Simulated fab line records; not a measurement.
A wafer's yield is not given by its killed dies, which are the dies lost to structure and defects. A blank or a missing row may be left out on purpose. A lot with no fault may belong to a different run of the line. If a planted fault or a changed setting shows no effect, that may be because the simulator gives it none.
Which tool did it?	flow gf180mcu	Sampling: 10 lots, 30 wafers, 4 of 602 route steps

== WHAT EACH GAUGE READ, for each wafer ==
GF_HV_LDD_CD_MEAS_19 targets a cd of 400 nm.
lot	measured	on	cd nm (nm)
L963	day 10 18:26	cd sem-01	400.3 401.5 401.8
L966	day 12 04:08	cd sem-02	401.0 400.8 397.3
L968	day 12 14:38	cd sem-01	402.7 402.7 403.2
L969	day 12 19:38	cd sem-01	399.8 401.0 399.0
L971	day 13 10:50	cd sem-01	405.4 403.9 405.7
L972	day 13 16:26	cd sem-01	401.9 400.4 398.8
L973	day 14 04:04	cd sem-01	400.6 403.9 401.7
L977	day 15 10:23	cd sem-02	400.0 398.4 399.3
L981	day 16 10:17	cd sem-02	395.2 398.7 397.9
L984	day 17 12:37	cd sem-02	- - -

== EACH LOT AND THE TOOL THAT RAN IT (in order: tool; ch and the chambers of the sampled wafers; start) ==
lot	GF_STI_ETCH_14	GF_MVPSD_STRIP_10	GF_HV_LDD_EXPOSE_16
L963	rie si-01 ch 0,2,3, day 2 01:41	plasma asher-02 ch 0,1, day 5 01:26	iline stepper-02 ch 0, day 10 09:49
L966	rie si-02 ch 1,3, day 2 18:12	plasma asher-02 ch 0,1, day 6 03:44	iline stepper-02 ch 0, day 11 18:46
L968	rie si-01 ch 1,2,3, day 3 02:14	plasma asher-01 ch 0,1, day 6 12:43	iline stepper-02 ch 0, day 12 04:53
L969	rie si-01 ch 0,1, day 3 12:06	plasma asher-03 ch 0,1, day 6 17:22	iline stepper-02 ch 0, day 12 10:30
L971	rie si-01 ch 0,1,3, day 3 19:47	plasma asher-01 ch 0,1, day 7 02:58	iline stepper-02 ch 0, day 13 01:04
L972	rie si-01 ch 0,2, day 4 01:56	plasma asher-03 ch 0,1, day 7 07:47	iline stepper-02 ch 0, day 13 06:46
L973	rie si-01 ch 1,2,3, day 4 05:00	plasma asher-01 ch 0,1, day 7 14:58	iline stepper-02 ch 0, day 13 17:29
L977	rie si-02 ch 1,3, day 5 02:05	plasma asher-03 ch 1, day 8 15:29	iline stepper-01 ch 0, day 14 23:35
L981	rie si-02 ch 0,2,3, day 5 22:17	plasma asher-03 ch 0,1, day 9 13:02	iline stepper-02 ch 0, day 15 23:53
L984	rie si-01 ch 0,2, day 6 14:08	plasma asher-01 ch 0,1, day 10 05:16	iline stepper-02 ch 0, day 17 01:31
- GF_STI_ETCH_14: etches Si in HBr/Cl2/O2, target depth 360 nm, time 102.9 s.
- GF_MVPSD_STRIP_10: strips in O2/N2.
- GF_HV_LDD_EXPOSE_16: exposes mask Pplus LV AREA, target cd 400 nm.

== THE ANSWER, worked out from the rows above alone ==
Rule: the usual values come from the lots themselves. The widest of any qualifying gaps counts: lots, ordered by their means at a reading, are off when they make up no more than a third of the lots, leave a main group of 4 or more, and stand apart from it by 3 or more times the standard deviation of that group's means. Not used: any main group whose means are identical at the precision the tables above print for the reading. A lot without any number at a reading at which 4 lots or more have one is off too. All remaining lots with rows at the step are treated as sound.
Off: L984, at GF_HV_LDD_CD_MEAS_19 (cd nm). Without a number there: L984. Mean 400.8 nm and standard deviation 2.1 in the main group.
A tool fits if, at a process step before that reading, it ran every lot that is off, and no sound lot after the first of them. Those tools and the gauges at GF_HV_LDD_CD_MEAS_19 are tried in the same way. Can't be told from this: 4 tools fit, rie si-01 at GF_STI_ETCH_14, plasma asher-01 at GF_MVPSD_STRIP_10, iline stepper-02 at GF_HV_LDD_EXPOSE_16, cd sem-02 at GF_HV_LDD_CD_MEAS_19.

== WHAT THE SIMULATOR HAD INSERTED ==
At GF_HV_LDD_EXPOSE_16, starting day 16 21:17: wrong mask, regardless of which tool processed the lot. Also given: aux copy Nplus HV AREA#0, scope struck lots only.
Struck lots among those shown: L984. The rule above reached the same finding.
